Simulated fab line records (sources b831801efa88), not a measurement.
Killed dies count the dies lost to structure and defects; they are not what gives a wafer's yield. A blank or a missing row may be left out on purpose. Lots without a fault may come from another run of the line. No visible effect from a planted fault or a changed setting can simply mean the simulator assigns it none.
fab line records	flow sky130
[record] lots = 24	wafers = 72	last-day = 50
route steps=708 shown METAL1@434 METAL3@564 CAP2M@607
lots that met no fault: taken from a fault-free run of the same line
start-h: the number of hours between the record's first day and the start of the first shown wafer of the lot	wait-h: how many hours have passed since the lot's step before this one	" identical to the entry in the row above	L1.1+2: a single row standing in for several wafers	- value missing, or start not given	* or withheld: withheld	< > ~ a bound
route shown NAME@n: a module of which the file shows steps, and the number in the route of the first	usual: the fault-free wafers' mean and standard deviation	same: alike in all rows	chamber/n: place in a boat	sites: the reading at each site	_std_site: the standard deviation of these	_edge_site: outer sites' mean less inner sites'	radius-mm: how far each site lies from the wafer's centre	mask NAME#n: copy n	behind: tool/chamber where the wafer was last shaped	hold: why the lot went on hold/how many hours it stayed there/how the hold came to an end	device: the transistor (n, p or np) that didn't switch	end of line: at the end of the route, the tests of the same wafers	a step without rows: its recipe alone	killed: the dies lost at the first sort to structure and to defects; this is not the yield of the wafer	map: the dies of a wafer, with x for killed, . for not killed, _ for no die there
set.NAME: the run value of the setting; set.NAME@STEP: its run value at that earlier step	model.NAME: the simulator's own value behind a step, which no gauge read
steps of the route over a sample of lots; a table a step, a row a wafer
services: the hour from which a tool's chamber was out of use, counted from the record's first day as start-h (under 0 if before that day), plus the number of hours and why
[[steps]]
[step SKY_METAL1_SPUTTER_00]
[recipe] material = Ti	target-thk-nm = 15	power-w = 3000	time-s = 10	chamber-pressure-pa = 0.4
[usual] throttle-valve-pct = 30.4/0.95
lot.wafer	tool	chamber	start-h	wait-h	throttle-valve-pct
L074.2	pvd-sputter-02	-	739.29	0.1	30.9
L074.3	"	-	"	"	29.4
L074.6	"	-	"	"	31.1
L075.1	pvd-sputter-01	-	748.52	0.1	29.7
L075.2	"	-	"	"	32.0
L075.3	"	-	"	"	31.3
L076.2	pvd-sputter-01	-	753.50	0.1	32.4
L076.4	"	-	"	"	29.4
L076.5	"	-	"	"	32.3
L077.2	pvd-sputter-02	-	769.08	0.1	30.0
L077.3	"	-	"	"	30.3
L077.6	"	-	"	"	30.5
L079.2	pvd-sputter-01	-	789.32	0.1	30.4
L079.5	"	-	"	"	31.0
L079.6	"	-	"	"	32.1
L078.3	pvd-sputter-02	-	790.29	0.1	30.5
L078.4	"	-	"	"	30.2
L078.5	"	-	"	"	29.7
L080.2	pvd-sputter-04	-	795.73	0.2	30.9
L080.4	"	-	"	"	28.7
L080.6	"	-	"	"	29.9
L081.1	pvd-sputter-04	-	796.47	0.1	29.8
L081.4	"	-	"	"	28.8
L081.5	"	-	"	"	31.0
L082.4	pvd-sputter-04	-	800.72	0.1	28.9
L082.5	"	-	"	"	30.8
L082.6	"	-	"	"	28.9
L083.1	pvd-sputter-01	-	811.10	0.2	29.8
L083.2	"	-	"	"	32.1
L083.3	"	-	"	"	31.1
L084.4	pvd-sputter-04	-	822.57	0.1	28.7
L084.5	"	-	"	"	31.2
L084.6	"	-	"	"	30.6
L085.1	pvd-sputter-04	-	826.21	0.1	30.5
L085.2	"	-	"	"	28.7
L085.5	"	-	"	"	28.6
L087.2	pvd-sputter-01	-	836.01	0.1	29.3
L087.3	"	-	"	"	32.1
L087.6	"	-	"	"	30.6
L086.3	pvd-sputter-02	-	836.41	0.1	29.6
L086.5	"	-	"	"	30.8
L086.6	"	-	"	"	29.9
L088.1	pvd-sputter-04	-	847.73	0.1	30.1
L088.2	"	-	"	"	28.8
L088.5	"	-	"	"	29.9
L089.1	pvd-sputter-04	-	849.45	0.2	30.5
L089.5	"	-	"	"	30.6
L089.6	"	-	"	"	30.4
L090.1	pvd-sputter-04	-	862.83	0.2	28.9
L090.5	"	-	"	"	30.8
L090.6	"	-	"	"	28.9
L091.3	pvd-sputter-04	-	869.81	0.1	30.2
L091.4	"	-	"	"	29.2
L091.5	"	-	"	"	28.6
L092.1	pvd-sputter-01	-	875.14	0.1	30.9
L092.2	"	-	"	"	29.5
L092.6	"	-	"	"	29.5
L093.1	pvd-sputter-01	-	883.49	0.1	32.1
L093.2	"	-	"	"	29.5
L093.4	"	-	"	"	30.6
L095.3	pvd-sputter-01	-	895.12	0.2	30.6
L095.4	"	-	"	"	32.1
L095.5	"	-	"	"	31.1
L094.1	pvd-sputter-01	-	896.30	0.1	30.8
L094.3	"	-	"	"	32.2
L094.6	"	-	"	"	29.5
L096.2	pvd-sputter-04	-	907.91	0.1	30.9
L096.3	"	-	"	"	31.0
L096.4	"	-	"	"	30.3
L097.3	pvd-sputter-01	-	912.30	0.2	31.2
L097.4	"	-	"	"	32.3
L097.5	"	-	"	"	32.1
[step SKY_METAL1_OVL_MEAS_16]
[usual] METAL1_OVL = -5/5.5
lot.wafer	tool	chamber	start-h	wait-h	METAL1_OVL[nm]
L074.2	overlay-02	-	765.91	0.1	-5
L074.3	"	-	"	"	-2
L074.6	"	-	"	"	0
L075.1	overlay-02	-	776.11	0.1	-11
L075.2	"	-	"	"	-6
L075.3	"	-	"	"	-5
L076.2	overlay-02	-	779.89	0.1	2
L076.4	"	-	"	"	0
L076.5	"	-	"	"	-7
L077.2	overlay-01	-	796.16	0.1	2
L077.3	"	-	"	"	-4
L077.6	"	-	"	"	2
L079.2	overlay-01	-	816.34	0.1	-19
L079.5	"	-	"	"	-3
L079.6	"	-	"	"	-11
L078.3	overlay-01	-	817.59	0.1	5
L078.4	"	-	"	"	4
L078.5	"	-	"	"	7
L080.2	overlay-01	-	823.28	0.1	-1
L080.4	"	-	"	"	-1
L080.6	"	-	"	"	-3
L081.1	overlay-02	-	824.72	0.1	-15
L081.4	"	-	"	"	-4
L081.5	"	-	"	"	-15
L082.4	overlay-01	-	827.79	0.1	-9
L082.5	"	-	"	"	-5
L082.6	"	-	"	"	-2
L083.1	overlay-02	-	838.82	0.1	1
L083.2	"	-	"	"	-4
L083.3	"	-	"	"	0
L084.4	overlay-01	-	848.94	0.1	0
L084.5	"	-	"	"	-11
L084.6	"	-	"	"	2
L085.1	overlay-02	-	853.57	0.1	-8
L085.2	"	-	"	"	-12
L085.5	"	-	"	"	-12
L087.2	overlay-02	-	861.71	0.1	-15
L087.3	"	-	"	"	-4
L087.6	"	-	"	"	-7
L086.3	overlay-01	-	861.73	0.1	-6
L086.5	"	-	"	"	-5
L086.6	"	-	"	"	-15
L088.1	overlay-02	-	873.33	0.1	3
L088.2	"	-	"	"	-3
L088.5	"	-	"	"	0
L089.1	overlay-02	-	874.51	0.1	-9
L089.5	"	-	"	"	-5
L089.6	"	-	"	"	2
L090.1	overlay-02	-	889.51	0.1	-4
L090.5	"	-	"	"	-9
L090.6	"	-	"	"	-4
L091.3	overlay-02	-	895.08	0.1	-3
L091.4	"	-	"	"	-16
L091.5	"	-	"	"	-6
L092.1	overlay-02	-	901.61	0.1	1
L092.2	"	-	"	"	-9
L092.6	"	-	"	"	-17
L093.1	overlay-01	-	909.48	0.1	2
L093.2	"	-	"	"	-9
L093.4	"	-	"	"	-5
L095.3	overlay-02	-	920.84	0.1	-11
L095.4	"	-	"	"	-4
L095.5	"	-	"	"	-11
L094.1	overlay-02	-	922.37	0.1	-7
L094.3	"	-	"	"	-7
L094.6	"	-	"	"	-1
L096.2	overlay-01	-	932.83	0.1	3
L096.3	"	-	"	"	-3
L096.4	"	-	"	"	8
L097.3	overlay-02	-	937.64	0.1	0
L097.4	"	-	"	"	-4
L097.5	"	-	"	"	-2
[step SKY_METAL3_OVL_MEAS_14]
[usual] METAL3_OVL = 2/6
lot.wafer	tool	chamber	start-h	wait-h	METAL3_OVL[nm]
L074.2	overlay-02	-	903.44	0.1	-1
L074.3	"	-	"	"	-2
L074.6	"	-	"	"	2
L075.1	overlay-02	-	912.91	0.1	-5
L075.2	"	-	"	"	5
L075.3	"	-	"	"	2
L076.2	overlay-01	-	916.29	0.1	4
L076.4	"	-	"	"	4
L076.5	"	-	"	"	7
L077.2	overlay-01	-	933.74	0.1	13
L077.3	"	-	"	"	13
L077.6	"	-	"	"	15
L079.2	overlay-01	-	951.59	0.1	7
L079.5	"	-	"	"	-1
L079.6	"	-	"	"	0
L078.3	overlay-01	-	953.87	0.1	5
L078.4	"	-	"	"	-2
L078.5	"	-	"	"	6
L080.2	overlay-02	-	957.22	0.1	-1
L080.4	"	-	"	"	-2
L080.6	"	-	"	"	-1
L081.1	overlay-02	-	958.56	0.1	10
L081.4	"	-	"	"	7
L081.5	"	-	"	"	16
L082.4	overlay-02	-	960.03	0.1	-4
L082.5	"	-	"	"	-2
L082.6	"	-	"	"	-6
L083.1	overlay-02	-	971.58	0.1	3
L083.2	"	-	"	"	-2
L083.3	"	-	"	"	-2
L084.4	overlay-02	-	980.80	0.1	-5
L084.5	"	-	"	"	-5
L084.6	"	-	"	"	-2
L085.1	overlay-02	-	985.13	0.1	11
L085.2	"	-	"	"	10
L085.5	"	-	"	"	10
L086.3	overlay-01	-	992.77	0.1	-2
L086.5	"	-	"	"	-1
L086.6	"	-	"	"	4
L087.2	overlay-01	-	993.49	0.1	12
L087.3	"	-	"	"	13
L087.6	"	-	"	"	13
L088.1	overlay-02	-	1003.61	0.1	3
L088.2	"	-	"	"	4
L088.5	"	-	"	"	3
L089.1	overlay-02	-	1004.36	0.1	2
L089.5	"	-	"	"	1
L089.6	"	-	"	"	1
L090.1	overlay-02	-	1018.91	0.1	1
L090.5	"	-	"	"	-4
L090.6	"	-	"	"	-6
L091.3	overlay-02	-	1024.37	0.1	7
L091.4	"	-	"	"	9
L091.5	"	-	"	"	6
L092.1	overlay-01	-	1029.11	0.1	-9
L092.2	"	-	"	"	-12
L092.6	"	-	"	"	-12
L093.1	overlay-02	-	1036.03	0.1	3
L093.2	"	-	"	"	-2
L093.4	"	-	"	"	-2
L095.3	overlay-02	-	1047.09	0.1	-2
L095.4	"	-	"	"	-3
L095.5	"	-	"	"	-1
L094.1	overlay-01	-	1051.16	0.1	1
L094.3	"	-	"	"	5
L094.6	"	-	"	"	5
L096.2	overlay-01	-	1055.92	0.1	5
L096.3	"	-	"	"	5
L096.4	"	-	"	"	-3
L097.3	overlay-01	-	1060.93	0.1	-1
L097.4	"	-	"	"	0
L097.5	"	-	"	"	0
[step SKY_METAL3_DESCUM_15]
[recipe] chemistry = O2	source-power-w = 150	bias-power-w = 0	pressure-mtorr = 10	temp-c = 40	time-s = 8
[usual] drypump-motor-current-A = 6.1/0.44	oes-product-au = 1.000/0.01	temp-c = 40.01/0.1
lot.wafer	tool	chamber	start-h	wait-h	drypump-motor-current-A	oes-product-au	rf-hours-counter-h	temp-c
L074.2	rie-metal-02	1	903.47	0.0	6.1	0.983	4	40.11
L074.3	"	0	"	"	6.5	0.996	-	39.90
L074.6	"	1	"	"	6.1	0.991	-	40.04
L075.1	rie-metal-02	1	912.95	0.0	6.1	0.988	4	39.90
L075.2	"	0	"	"	6.6	0.988	3	40.08
L075.3	"	1	"	"	6.1	0.985	-	39.95
L076.2	rie-metal-02	0	916.32	0.0	6.6	1.007	3	40.03
L076.4	"	1	"	"	6.0	0.990	-	40.07
L076.5	"	1	"	"	6.1	0.996	-	39.98
L077.2	rie-metal-02	0	933.77	0.0	6.5	1.011	3	39.98
L077.3	"	0	"	"	6.5	1.012	-	39.98
L077.6	"	0	"	"	6.5	1.014	-	40.00
L079.2	rie-metal-01	0	951.62	0.0	6.5	1.015	15	39.99
L079.5	"	0	"	"	6.5	1.004	-	39.94
L079.6	"	1	"	"	5.4	0.995	-	39.89
L078.3	rie-metal-01	0	953.91	0.0	6.5	1.020	-	39.94
L078.4	"	1	"	"	5.4	0.988	-	40.04
L078.5	"	1	"	"	5.4	0.998	-	40.05
L080.2	rie-metal-02	0	957.25	0.0	6.5	0.996	5	40.19
L080.4	"	1	"	"	6.1	0.988	-	40.04
L080.6	"	1	"	"	6.1	0.995	-	40.16
L081.1	rie-metal-02	0	958.60	0.0	6.5	0.997	5	40.16
L081.4	"	0	"	"	6.5	0.999	-	40.20
L081.5	"	0	"	"	6.5	0.997	-	40.15
L082.4	rie-metal-03	0	960.06	0.0	5.4	1.000	-	40.05
L082.5	"	1	"	"	6.3	1.013	-	39.95
L082.6	"	0	"	"	5.4	0.998	-	40.24
L083.1	rie-metal-01	1	971.62	0.0	5.4	0.994	4	40.07
L083.2	"	0	"	"	6.5	1.015	16	39.91
L083.3	"	1	"	"	5.4	1.002	-	40.06
L084.4	rie-metal-01	0	980.83	0.0	6.6	1.013	-	40.09
L084.5	"	1	"	"	5.4	0.997	-	40.04
L084.6	"	0	"	"	6.5	1.007	-	39.98
L085.1	rie-metal-03	1	985.17	0.0	6.3	1.014	18	40.12
L085.2	"	0	"	"	5.5	1.007	3	39.83
L085.5	"	0	"	"	5.4	1.006	-	40.10
L086.3	rie-metal-03	0	992.81	0.0	5.4	1.009	-	39.92
L086.5	"	1	"	"	6.3	1.016	-	40.11
L086.6	"	0	"	"	5.4	1.017	-	39.96
L087.2	rie-metal-03	0	993.52	0.0	5.4	1.004	4	39.95
L087.3	"	0	"	"	5.4	1.005	-	39.97
L087.6	"	0	"	"	5.4	1.015	-	39.98
L088.1	rie-metal-02	1	1003.65	0.0	6.1	0.988	9	40.09
L088.2	"	0	"	"	6.5	0.986	8	39.94
L088.5	"	1	"	"	6.1	0.992	-	39.99
L089.1	rie-metal-02	0	1004.40	0.0	6.5	1.000	8	39.71
L089.5	"	1	"	"	6.1	1.002	-	39.90
L089.6	"	0	"	"	6.5	1.002	-	39.94
L090.1	rie-metal-03	0	1018.95	0.0	5.4	1.005	5	39.97
L090.5	"	1	"	"	6.3	1.011	-	40.17
L090.6	"	0	"	"	5.5	1.001	-	40.05
L091.3	rie-metal-03	1	1024.41	0.0	6.3	1.012	-	39.90
L091.4	"	0	"	"	5.5	1.000	-	40.06
L091.5	"	1	"	"	6.3	1.007	-	40.18
L092.1	rie-metal-03	1	1029.15	0.0	6.3	1.013	21	40.09
L092.2	"	0	"	"	5.4	1.009	6	39.98
L092.6	"	0	"	"	5.4	1.001	-	40.19
L093.1	rie-metal-02	0	1036.07	0.0	6.6	0.992	10	40.08
L093.2	"	1	"	"	6.1	0.976	11	40.14
L093.4	"	0	"	"	6.5	1.003	-	40.02
L095.3	rie-metal-02	0	1047.13	0.0	6.5	0.999	-	39.98
L095.4	"	1	"	"	6.1	0.985	-	40.02
L095.5	"	0	"	"	6.5	1.002	-	40.01
L094.1	rie-metal-03	0	1051.20	0.0	5.4	0.997	8	39.71
L094.3	"	1	"	"	6.3	0.999	-	40.10
L094.6	"	1	"	"	6.3	1.003	-	40.13
L096.2	rie-metal-02	1	1055.95	0.0	6.1	0.985	12	39.91
L096.3	"	0	"	"	6.5	1.002	-	39.89
L096.4	"	1	"	"	6.1	0.979	-	39.98
L097.3	rie-metal-01	1	1060.96	0.0	5.4	0.994	-	39.96
L097.4	"	0	"	"	6.5	1.021	-	40.05
L097.5	"	0	"	"	6.5	1.011	-	40.08
[step SKY_METAL3_METAL_ETCH_18]
[recipe] target-depth-a = 8450	stop-on = SiO2	over-etch-frac = 0.3	time-s = 183.1	chemistry = Cl2/BCl3	resist-sidewall-deg = 88	pressure-mtorr = 10	icp-w = 900	bias-w = 48.5	Cl2_flow_sccm = 60	bcl3-flow-sccm = 30
[usual] drypump-motor-current-A = 6.1/0.44	oes-product-au = 0.867/0.0065	throttle-valve-pct = 22.265/0.0091
lot.wafer	tool	chamber	start-h	wait-h	drypump-motor-current-A	oes-product-au	rf-hours-counter-h	throttle-valve-pct
L074.2	rie-metal-03	1	903.62	0.0	6.3	0.862	13	22.270
L074.3	"	1	"	"	6.3	0.862	-	22.248
L074.6	"	1	"	"	6.3	0.855	-	22.266
L075.1	rie-metal-01	0	913.09	0.0	6.5	0.864	13	22.255
L075.2	"	1	"	"	5.4	0.865	1	22.255
L075.3	"	0	"	"	6.5	0.861	-	22.274
L076.2	rie-metal-03	1	916.52	0.1	6.3	0.866	-	22.268
L076.4	"	1	"	"	6.3	0.866	-	22.261
L076.5	"	1	"	"	6.3	0.862	-	22.253
L077.2	rie-metal-01	1	933.92	0.0	5.4	0.885	2	22.261
L077.3	"	0	"	"	6.6	0.866	-	22.266
L077.6	"	0	"	"	6.6	0.866	-	22.272
L079.2	rie-metal-02	1	951.77	0.0	6.1	0.862	6	22.264
L079.5	"	0	"	"	6.5	0.858	-	22.262
L079.6	"	1	"	"	6.1	0.866	-	22.268
L078.3	rie-metal-03	0	954.13	0.1	5.4	0.863	-	22.285
L078.4	"	1	"	"	6.3	0.861	-	22.282
L078.5	"	0	"	"	5.4	0.861	-	22.258
L080.2	rie-metal-01	1	957.39	0.0	5.4	0.868	3	22.268
L080.4	"	0	"	"	6.6	0.872	-	22.264
L080.6	"	0	"	"	6.6	0.873	-	22.271
L081.1	rie-metal-01	0	958.75	0.0	6.5	0.862	16	22.272
L081.4	"	0	"	"	6.5	0.863	-	22.258
L081.5	"	0	"	"	6.6	0.854	-	22.274
L082.4	rie-metal-02	1	960.30	0.1	6.1	0.862	-	22.265
L082.5	"	1	"	"	6.1	0.869	-	22.269
L082.6	"	0	"	"	6.6	0.869	-	22.266
L083.1	rie-metal-02	0	971.77	0.0	6.5	0.874	6	22.267
L083.2	"	1	"	"	6.1	0.870	7	22.284
L083.3	"	1	"	"	6.1	0.885	-	22.252
L084.4	rie-metal-02	0	981.02	0.1	6.5	0.873	-	22.267
L084.5	"	0	"	"	6.5	0.868	-	22.276
L084.6	"	1	"	"	6.1	0.864	-	22.246
L085.1	rie-metal-02	0	985.33	0.0	6.5	0.873	6	22.262
L085.2	"	1	"	"	6.1	0.859	8	22.280
L085.5	"	1	"	"	6.2	0.861	-	22.263
L086.3	rie-metal-02	1	993.00	0.1	6.1	0.859	-	22.274
L086.5	"	0	"	"	6.5	0.858	-	22.270
L086.6	"	1	"	"	6.1	0.856	-	22.254
L087.2	rie-metal-02	1	993.67	0.0	6.1	0.863	8	22.254
L087.3	"	0	"	"	6.5	0.872	-	22.278
L087.6	"	0	"	"	6.5	0.869	-	22.268
L088.1	rie-metal-03	0	1003.79	0.0	5.4	0.865	5	22.256
L088.2	"	1	"	"	6.3	0.869	19	22.277
L088.5	"	0	"	"	5.4	0.867	-	22.244
L089.1	rie-metal-03	1	1004.55	0.0	6.3	0.868	20	22.254
L089.5	"	0	"	"	5.5	0.862	-	22.277
L089.6	"	1	"	"	6.3	0.864	-	22.283
L090.1	rie-metal-02	1	1019.10	0.0	6.1	0.884	10	22.262
L090.5	"	1	"	"	6.1	0.870	-	22.266
L090.6	"	0	"	"	6.5	0.881	-	22.256
L091.3	rie-metal-02	0	1024.60	0.1	6.6	0.848	-	22.262
L091.4	"	1	"	"	6.1	0.855	-	22.270
L091.5	"	1	"	"	6.1	0.868	-	22.261
L092.1	rie-metal-02	1	1029.30	0.0	6.1	0.864	11	22.273
L092.2	"	0	"	"	6.5	0.870	10	22.265
L092.6	"	1	"	"	6.1	0.867	-	22.267
L093.1	rie-metal-03	0	1036.22	0.0	5.4	0.867	7	22.254
L093.2	"	1	"	"	6.3	0.870	22	22.273
L093.4	"	1	"	"	6.3	0.869	-	22.271
L095.3	rie-metal-01	0	1047.33	0.1	6.5	0.868	-	22.280
L095.4	"	1	"	"	5.4	0.870	-	22.266
L095.5	"	1	"	"	5.4	0.859	-	22.265
L094.1	rie-metal-01	0	1051.35	0.0	6.5	0.873	19	22.266
L094.3	"	1	"	"	5.4	0.869	-	22.255
L094.6	"	0	"	"	6.6	0.870	-	22.248
L096.2	rie-metal-01	1	1056.10	0.0	5.4	0.868	7	22.260
L096.3	"	1	"	"	5.4	0.863	-	22.259
L096.4	"	0	"	"	6.5	0.859	-	22.258
L097.3	rie-metal-02	1	1061.16	0.1	6.1	0.860	-	22.273
L097.4	"	0	"	"	6.5	0.855	-	22.266
L097.5	"	1	"	"	6.1	0.875	-	22.270
[step SKY_CAP2M_THK_MEAS_04]
[recipe] thk-meas-gauge = xrf	reads = TiN_of_CAP2M_SPUTTER_02
[usual] CAP2M_TIN_THK = 199.7/2.4
lot.wafer	tool	chamber	start-h	wait-h	CAP2M_TIN_THK[nm]
L074.2	film-metro-03	-	931.97	0.1	197.4
L074.3	"	-	"	"	202.8
L074.6	"	-	"	"	200.0
L075.1	film-metro-04	-	941.36	0.1	197.7
L075.2	"	-	"	"	199.3
L075.3	"	-	"	"	198.3
L076.2	film-metro-03	-	945.32	0.1	198.3
L076.4	"	-	"	"	194.5
L076.5	"	-	"	"	197.1
L077.2	film-metro-01	-	960.63	0.1	200.3
L077.3	"	-	"	"	199.3
L077.6	"	-	"	"	199.2
L079.2	film-metro-03	-	979.48	0.1	200.3
L079.5	"	-	"	"	201.2
L079.6	"	-	"	"	201.4
L078.3	film-metro-01	-	982.33	0.1	200.5
L078.4	"	-	"	"	199.7
L078.5	"	-	"	"	199.5
L080.2	film-metro-04	-	984.61	0.1	205.5
L080.4	"	-	"	"	205.0
L080.6	"	-	"	"	204.3
L081.1	film-metro-04	-	985.85	0.1	203.9
L081.4	"	-	"	"	201.2
L081.5	"	-	"	"	201.4
L082.4	film-metro-01	-	987.82	0.1	198.1
L082.5	"	-	"	"	202.1
L082.6	"	-	"	"	198.0
L083.1	film-metro-01	-	998.98	0.1	196.9
L083.2	"	-	"	"	197.8
L083.3	"	-	"	"	194.3
L084.4	film-metro-04	-	1008.70	0.1	197.4
L084.5	"	-	"	"	199.3
L084.6	"	-	"	"	201.2
L085.1	film-metro-04	-	1012.17	0.1	201.6
L085.2	"	-	"	"	201.3
L085.5	"	-	"	"	201.8
L086.3	film-metro-04	-	1019.09	0.1	199.8
L086.5	"	-	"	"	202.6
L086.6	"	-	"	"	202.5
L087.2	film-metro-03	-	1020.64	0.1	197.8
L087.3	"	-	"	"	201.5
L087.6	"	-	"	"	200.0
L088.1	film-metro-04	-	1029.43	0.1	199.9
L088.2	"	-	"	"	202.1
L088.5	"	-	"	"	200.1
L089.1	film-metro-01	-	1030.71	0.1	196.8
L089.5	"	-	"	"	197.4
L089.6	"	-	"	"	198.8
L090.1	film-metro-03	-	1044.66	0.1	200.3
L090.5	"	-	"	"	200.6
L090.6	"	-	"	"	200.7
L091.3	film-metro-03	-	1050.34	0.1	197.1
L091.4	"	-	"	"	200.5
L091.5	"	-	"	"	194.8
L092.1	film-metro-03	-	1054.85	0.1	199.0
L092.2	"	-	"	"	198.1
L092.6	"	-	"	"	200.6
L093.1	film-metro-04	-	1061.50	0.1	202.9
L093.2	"	-	"	"	200.8
L093.4	"	-	"	"	199.0
L095.3	film-metro-03	-	1073.14	0.1	201.8
L095.4	"	-	"	"	197.1
L095.5	"	-	"	"	198.9
L094.1	film-metro-03	-	1076.63	0.1	202.2
L094.3	"	-	"	"	198.3
L094.6	"	-	"	"	199.0
L096.2	film-metro-03	-	1080.91	0.1	195.1
L096.3	"	-	"	"	198.1
L096.4	"	-	"	"	196.8
L097.3	film-metro-04	-	1085.89	0.1	204.8
L097.4	"	-	"	"	201.6
L097.5	"	-	"	"	200.6
[[services]]
tool	chamber	start-h	hours	kind
rie-metal-01	1	719.49	23.5	repair
rie-metal-02	-	727.24	1.4	pm
rie-metal-03	-	731.74	2.8	pm
pvd-sputter-04	-	743.89	18.3	repair
rie-metal-02	0	760.33	1.3	repair
pvd-sputter-04	-	770.24	3.4	repair
rie-metal-01	-	811.77	2.8	pm
rie-metal-02	1	819.32	-	clean
rie-metal-02	1	819.32	12.7	scheduled-down
rie-metal-02	1	819.32	12.7	vent-cycle
rie-metal-03	-	825.80	2.1	repair
pvd-sputter-04	-	836.84	2.4	repair
rie-metal-02	0	840.35	-	clean
rie-metal-02	0	840.35	21.1	scheduled-down
rie-metal-02	0	840.35	21.1	vent-cycle
rie-metal-03	0	914.27	-	clean
rie-metal-03	0	914.27	13.1	scheduled-down
rie-metal-03	0	914.27	13.1	vent-cycle
pvd-sputter-04	-	921.38	9.3	repair
pvd-sputter-01	-	934.40	0.5	repair
pvd-sputter-01	-	970.09	9.2	repair
pvd-sputter-02	-	972.30	2.4	repair
rie-metal-01	-	992.00	36.1	repair
rie-metal-01	-	1028.12	1.4	pm
[[key]]
fault none
